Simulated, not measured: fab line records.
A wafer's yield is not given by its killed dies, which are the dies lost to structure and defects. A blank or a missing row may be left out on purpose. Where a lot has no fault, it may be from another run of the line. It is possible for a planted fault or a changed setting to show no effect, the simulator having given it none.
Comparing a struck lot with a sound one ; flow sky130 ; 21 steps out of a route of 708
Sound: wafers L709.2, L709.3, L709.5. Wafers L721.1, L721.2 were the ones struck. At the end, the cause is stated.
For every step that has rows: the tool of each side, followed by ch and its chambers, followed by its first start. Under that, the readings that differ: sound wafers ; struck wafers ; difference of the means ; sigmas: that difference in standard deviations of wafers without a fault.
alike: same words and numbers on both sides, and readings whose means sit less than 2 such deviations apart. not compared: any withheld reading, any reading some wafer has no value for, any bound like >300 that may hide the same value, and any number with overlapping values for which the record gives no deviation.
The two part at a step that has a row with sigmas, a row that says differs or no value, or rows on one side only. Non-overlapping numbers with no deviation appear without sigmas and do not part them. A reading that every wafer of one side lacks parts them only if that side has two wafers or more.

SKY_SONOS_ONO_OVL_MEAS_14:
  sound on overlay-02, day 12 12:50; struck on overlay-01, day 16 22:35
  alike: SONOS_ONO_OVL
SKY_SONOS_ONO_ETCH_15: etches the open film in CHF3/O2, target depth 19.52 nm, time 7.8 s.
  sound on rie_diel-01 ch 0,1,2, day 12 12:52; struck on rie_diel-03 ch 0,2, day 16 22:38
reading;sound;struck;difference;sigmas
throttle_valve_pct (%);8.841 8.825 8.844;8.815 8.806;-0.026;-2
  alike: chamber_pressure_mTorr, drypump_motor_current_A, oes_product_au
  not compared: rf_hours_counter_h
then, 1 step without rows for these wafers: SKY_SONOS_ONO_WET_ETCH_16 (etches SiO2 in dHF, target depth 14 nm, time 280 s).
SKY_SONOS_ONO_STRIP_17: strips in O2/N2.
  sound on plasma_asher-03 ch 0,1, day 12 13:03; struck on plasma_asher-01 ch 0,1, day 16 22:44
reading;sound;struck;difference;sigmas
drypump_motor_current_A (A);5.8 6.5 6.5;5.1 5.7;-0.9;-2
  alike: chamber_pressure_mTorr, oes_product_au, strip_time_to_endpoint_s
  not compared: rf_hours_counter_h
then, 3 steps without rows for these wafers: SKY_SONOS_ONO_WET_ETCH_18 (etches Si3N4 in H3PO4, target depth 15 nm, time 172 s); SKY_GATE_OXIDE_CLEAN_00 (cleans in SC1/SC2, time 150 s); SKY_GATE_OXIDE_OXIDATION_01 (stabilise 600 s, purge 300 s, target thk 10.268 nm).
SKY_GATE_OXIDE_THK_MEAS_02:
  sound on film_metro-02, day 12 17:02; struck on film_metro-04, day 17 02:03
  alike: GATE_OXIDE_OXIDATION_00_THK
then, 4 steps without rows for these wafers: SKY_GATE_OXIDE_DEHYDRATE_03 (time 60 s); SKY_GATE_OXIDE_HMDS_04 (prime time 60 s); SKY_GATE_OXIDE_COAT_05 (resist thk 1140 nm); SKY_GATE_OXIDE_SOFTBAKE_06 (time 60 s).
SKY_GATE_OXIDE_EXPOSE_07: exposes mask LVOM, target cd 600 nm.
  sound on iline_stepper-02 ch 0, day 13 05:25; struck on iline_stepper-02 ch 0, day 17 16:02
reading;sound;struck;difference;sigmas
mask;LVOM#0 LVOM#0 LVOM#0;NWM#0 NWM#0;differs;
then, 2 steps without rows for these wafers: SKY_GATE_OXIDE_PEB_08; SKY_GATE_OXIDE_DEVELOP_09 (develop time 60 s).
SKY_GATE_OXIDE_OVL_MEAS_10:
  sound on overlay-02, day 13 17:50; struck on overlay-02, day 18 06:46
reading;sound;struck;difference;sigmas
GATE_OXIDE_OVL (nm);-0.1 -1.4 -2.4;- -;no value on the struck wafers;
then, 2 steps without rows for these wafers: SKY_GATE_OXIDE_IMPLANT_11; SKY_GATE_OXIDE_WET_ETCH_12 (etches SiO2 in dHF, target depth 16.8 nm, time 336 s).
SKY_GATE_OXIDE_STRIP_13: strips in O2/N2.
  sound on plasma_asher-04 ch 0,1, day 13 18:08; struck on plasma_asher-04 ch 0,1, day 18 07:04
  alike: chamber_pressure_mTorr, drypump_motor_current_A, oes_product_au, strip_time_to_endpoint_s
  not compared: rf_hours_counter_h
SKY_GATE_OXIDE_TW_MEAS_14:
  sound on film_metro-02, day 13 18:14; struck on film_metro-04, day 18 07:24
reading;sound;struck;difference;sigmas
GATE_OXIDE_TW;226.4 225.5 225.2;29.7 29.4;-196.1;-99 or more
  not compared: hold
SKY_PAD_OPEN_PROBE_99:
  sound wafers here have rows in the record (prober-01, day 45 16:20); struck ones have none

== WHERE THEY PART ==
Earliest at SKY_SONOS_ONO_ETCH_15; latest, in this record, at SKY_PAD_OPEN_PROBE_99.

WHY: whatever the simulator had introduced
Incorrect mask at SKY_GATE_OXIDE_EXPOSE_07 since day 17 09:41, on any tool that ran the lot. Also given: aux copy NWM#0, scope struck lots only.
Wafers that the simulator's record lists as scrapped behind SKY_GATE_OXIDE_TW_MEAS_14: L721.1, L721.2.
